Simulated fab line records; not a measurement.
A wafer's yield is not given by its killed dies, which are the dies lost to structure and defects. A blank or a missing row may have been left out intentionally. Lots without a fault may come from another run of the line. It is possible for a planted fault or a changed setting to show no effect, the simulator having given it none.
fab line records | flow sky130
record lots=6 wafers=18 last-day=50
route steps=708 shown SONOS_ONO@184 GATE_OXIDE@187
lots that met no fault: from a run of the same line without faults
start-h: hours from the record's first day to the start of the lot's first wafer shown | wait-h: hours elapsed since this lot's preceding step | " identical to the entry in the row above | L1.1+2: several wafers, shown together as one row | - no value present, or no start provided | * or withheld: withheld | < > ~ a bound
route shown NAME@n: a module of which the file shows steps, and the number in the route of the first | usual: the fault-free wafers' mean and standard deviation | same: alike in all rows | chamber/n: place in a boat | sites: each site's reading | _std_site: standard deviation of those values | _edge_site: the outer-site mean with the inner-site mean subtracted | radius-mm: how far each site lies from the wafer's centre | mask NAME#n: copy n | behind: the tool/chamber that last shaped the wafer | hold: what put the lot on hold/how long, in hours/how the hold closed | device: the transistor (n, p or np) that didn't switch | end of line: the same wafers' tests at the end of the route | a step given without rows: its recipe and nothing more | killed: the dies lost at the first sort to structure and to defects; this is not the yield of the wafer | map: a wafer's dies, x killed, . not, _ none there
set.NAME: the setting that was run; set.NAME@STEP: the one run at that earlier step | model.NAME: the simulator's own value behind a step, which no gauge read
lots at selected steps of the route; one table per step, one row per wafer
services: from which hour (start-h, from the record's first day; less than 0 if before it) a tool's chamber was out of use, for how many hours, and why
## steps
# step SKY_SONOS_ONO_WET_ETCH_16
# recipe chemistry=dHF target-depth-nm=14 dry=n2-spin target=SiO2 dilution=100:1 temp-c=25 time-s=280
# step SKY_SONOS_ONO_STRIP_17
# recipe chemistry=O2/N2 power-w=1400 pressure-mtorr=1500 platen-temp-c=withheld o2-flow-sccm=3000 n2-flow-sccm=300 overash-fraction=0.5
# usual drypump-motor-current-A=5.7/0.45 n2-flow-sccm=300.1/1.6 oes-product-au=0.710/0.0045 strip-time-to-endpoint-s=14.08/0.04
# columns lot.wafer tool chamber start-h wait-h drypump-motor-current-A n2-flow-sccm oes-product-au rf-hours-counter-h strip-time-to-endpoint-s
L231.3 plasma-asher-04 1 322.42 0.0 5.9 299.3 0.710 - 14.05
L231.4 " 0 " " 6.0 300.2 0.711 - 14.05
L231.6 " 0 " " 6.0 299.9 0.700 - 14.08
L234.1 plasma-asher-03 1 366.36 0.0 6.1 300.8 0.714 71 14.11
L234.2 " 0 " " 5.7 299.6 0.717 71 14.06
L234.6 " 1 " " 6.2 300.9 0.707 - 14.10
L241.1 plasma-asher-02 1 410.34 0.0 5.8 300.0 0.710 27 14.03
L241.5 " 1 " " 5.8 299.5 0.717 - 14.01
L241.6 " 0 " " 4.8 300.8 0.714 - 14.08
L242.1 plasma-asher-02 1 416.33 0.0 5.8 298.3 0.710 27 14.05
L242.3 " 0 " " 4.8 301.7 0.708 - 14.10
L242.5 " 0 " " 4.8 301.4 0.703 - 14.07
L245.1 plasma-asher-03 1 442.38 0.0 6.1 300.5 0.708 79 14.13
L245.4 " 0 " " 5.7 299.3 0.712 - 14.13
L245.6 " 0 " " 5.7 300.9 0.711 - 14.13
L247.3 plasma-asher-03 0 459.01 0.0 5.7 300.0 0.710 - 14.09
L247.5 " 1 " " 6.1 299.0 0.709 - 14.12
L247.6 " 0 " " 5.6 299.1 0.711 - 14.06
# step SKY_SONOS_ONO_WET_ETCH_18
# recipe chemistry=H3PO4 target-depth-nm=15 target=Si3N4 temp-c=160 time-s=172
# step SKY_GATE_OXIDE_CLEAN_00
# recipe chemistry=SC1/SC2 mix=1:4:20 temp-c=70 time-s=150 dry=n2-spin
# step SKY_GATE_OXIDE_OXIDATION_01
# recipe temp-c=900 ambient=O2 stabilise-s=600 purge-s=300 target-thk-a=102.68 ox-time-s=1473
# step SKY_GATE_OXIDE_THK_MEAS_02
# recipe reads=SiO2_of_GATE_OXIDE_OXIDATION_01
# usual GATE_OXIDE_OXIDATION_00_THK=10.21/0.18
# columns lot.wafer tool chamber start-h wait-h GATE_OXIDE_OXIDATION_00_THK[nm]
L231.3 film-metro-01 - 325.19 0.0 10.16
L231.4 " - " " 10.24
L231.6 " - " " 10.05
L234.1 film-metro-04 - 368.81 0.0 10.17
L234.2 " - " " 10.16
L234.6 " - " " 10.39
L241.1 film-metro-02 - 413.06 0.0 10.31
L241.5 " - " " 10.31
L241.6 " - " " 10.58
L242.1 film-metro-04 - 418.51 0.0 10.42
L242.3 " - " " 10.34
L242.5 " - " " 10.42
L245.1 film-metro-04 - 444.01 0.0 9.77
L245.4 " - " " 9.88
L245.6 " - " " 9.91
L247.3 film-metro-01 - 461.47 0.0 10.30
L247.5 " - " " 10.24
L247.6 " - " " 10.26
# step SKY_GATE_OXIDE_DEHYDRATE_03
# recipe temp-c=200 time-s=60
# step SKY_GATE_OXIDE_HMDS_04
# recipe prime-time-s=60 prime-temp-c=120
# step SKY_GATE_OXIDE_COAT_05
# recipe resist=NOVOLAK spin-rpm=3000 resist-thk-nm=1140
# step SKY_GATE_OXIDE_SOFTBAKE_06
# recipe temp-c=90 time-s=60 resist=NOVOLAK
# step SKY_GATE_OXIDE_EXPOSE_07
# recipe mask-id=LVOM na=0.6 source-shape=conventional sigma-outer=0.6 polarization=unpolarized target-cd-nm=600 dose-mj=170
# step SKY_GATE_OXIDE_PEB_08
# recipe temp-c=withheld time-s=* resist=NOVOLAK
# step SKY_GATE_OXIDE_DEVELOP_09
# recipe resist=NOVOLAK developer=TMAH develop-time-s=60 dev-temp-c=23
# usual chill-plate-temp-C=23.02/0.11 develop-time-s=60/0
# columns lot.wafer tool chamber start-h wait-h chill-plate-temp-C develop-time-s
L231.3 litho-track-04 0 352.01 0.1 22.95 60
L231.4 " 0 " " 22.96 60
L231.6 " 0 " " 23.16 60
L234.1 litho-track-01 0 397.12 0.1 22.87 60
L234.2 " 0 " " 23.03 60
L234.6 " 0 " " 22.90 60
L241.1 litho-track-01 - 442.72 0.1 - -
L241.5 " - " " - -
L241.6 " - " " - -
L242.1 litho-track-01 - 448.37 0.1 - -
L242.3 " - " " - -
L242.5 " - " " - -
L245.1 litho-track-04 0 474.91 0.1 23.03 60
L245.4 " 0 " " 22.97 60
L245.6 " 0 " " 23.11 60
L247.3 litho-track-02 0 492.04 0.1 22.98 60
L247.5 " 0 " " 22.98 60
L247.6 " 0 " " 22.99 60
# step SKY_GATE_OXIDE_OVL_MEAS_10
# usual GATE_OXIDE_OVL=-1.0/1.3
# columns lot.wafer tool chamber start-h wait-h GATE_OXIDE_OVL[nm]
L231.3 overlay-01 - 352.12 0.1 -0.2
L231.4 " - " " 0.0
L231.6 " - " " -1.2
L234.1 overlay-01 - 397.27 0.1 -1.2
L234.2 " - " " -0.9
L234.6 " - " " -1.2
L241.1 overlay-02 - 442.87 0.1 -
L241.5 " - " " -
L241.6 " - " " -
L242.1 overlay-01 - 448.52 0.1 -
L242.3 " - " " -
L242.5 " - " " -
L245.1 overlay-01 - 475.06 0.1 -1.8
L245.4 " - " " -1.8
L245.6 " - " " -2.5
L247.3 overlay-02 - 492.15 0.1 -0.1
L247.5 " - " " -2.2
L247.6 " - " " -0.5
## services
# columns tool chamber start-h hours kind
plasma-asher-02 - 310.47 1.7 repair
plasma-asher-02 - 324.24 2.8 pm
plasma-asher-02 - 332.69 6.3 repair
plasma-asher-04 - 342.05 1.4 repair
plasma-asher-04 - 421.25 9.0 pm
plasma-asher-04 0 421.25 9.0 vent-cycle
plasma-asher-04 1 421.25 9.0 vent-cycle
plasma-asher-04 0 430.25 - clean
plasma-asher-04 1 430.25 - clean
plasma-asher-02 - 435.17 6.6 repair
## key
first-sign step=SKY_GATE_OXIDE_DEVELOP_09 reading=tool-record direction=missing
effect none on later readings
met-at SKY_GATE_OXIDE_DEVELOP_09
struck-wafers L241.1,L241.5,L241.6,L242.1,L242.3,L242.5
later-rows-left-out L241.1,L241.5,L241.6,L242.1,L242.3,L242.5
sort-left-out L241.1,L241.5,L241.6,L242.1,L242.3,L242.5
tester-left-out L241,L242
onset-between 397.12 442.72
fault kind=skipped-step-whole tool=litho-track-01 chamber=- onset-h=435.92 steps=SKY_GATE_OXIDE_DEVELOP_09 scope=struck-lots-only
# tester-left-out: of these lots the tester's yield and bins aren't shown, on N5 and GAA mostly nor the transistor test; their killed dies are dies lost to structure and defects alone, not to doping, threshold or leakage, so they don't give the yield
# sort-left-out: the simulated sort isn't trusted on such a fault, so these wafers' sort isn't shown, and their yield isn't known
# later-rows-left-out: the simulator's readings of these wafers behind a module that went badly wrong aren't trusted and aren't shown, but for the sort
